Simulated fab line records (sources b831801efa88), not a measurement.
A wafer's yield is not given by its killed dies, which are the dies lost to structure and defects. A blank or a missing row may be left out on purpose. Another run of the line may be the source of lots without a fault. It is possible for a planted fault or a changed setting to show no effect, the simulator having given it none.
The tool behind it: which one? + flow gf180mcu + 17 wafers sampled from 6 lots at 1 step of a route of 602

## WHAT THE GAUGES SHOWED, per wafer
GF_V1_RS_MEAS_24: uses a four-point probe to measure.
| lot  | measured     | on            | V1_W_RS (ohm/sq)  |
|------|--------------|---------------|-------------------|
| L632 | day 18 13:11 | film-metro-02 | 0.320 0.326 0.323 |
| L635 | day 20 01:02 | film-metro-03 | 0.328 0.333 0.327 |
| L640 | day 21 23:43 | film-metro-02 | 0.331 0.332       |
| L643 | day 22 23:29 | film-metro-01 | 0.330 0.327 0.328 |
| L650 | day 24 22:41 | film-metro-02 | 0.323 0.327 0.332 |
| L652 | day 25 16:20 | film-metro-02 | 0.323 0.326 0.324 |

## WHAT TOOL EACH LOT RAN ON (gives the tool, then ch and the chambers of the sampled wafers, and finally the start)
The record holds no process step before these readings.

## THE ANSWER, worked out from the rows above alone
Rule: what is usual is taken from the lots themselves. The widest of any qualifying gaps counts: lots, ordered by their means at a reading, are off when they make up no more than a third of the lots, leave a main group of 4 or more, and stand apart from it by 3 or more times the standard deviation of that group's means. A main group whose means are all the same, to the digits that the tables above print for the reading, isn't used. Also off: a lot with no number at a reading for which 4 or more lots have one. Any other lot the step has rows for is counted as sound.
Nothing can be told from this: no lot is off at any reading shown.

## WHAT WAS PUT IN BY THE SIMULATOR
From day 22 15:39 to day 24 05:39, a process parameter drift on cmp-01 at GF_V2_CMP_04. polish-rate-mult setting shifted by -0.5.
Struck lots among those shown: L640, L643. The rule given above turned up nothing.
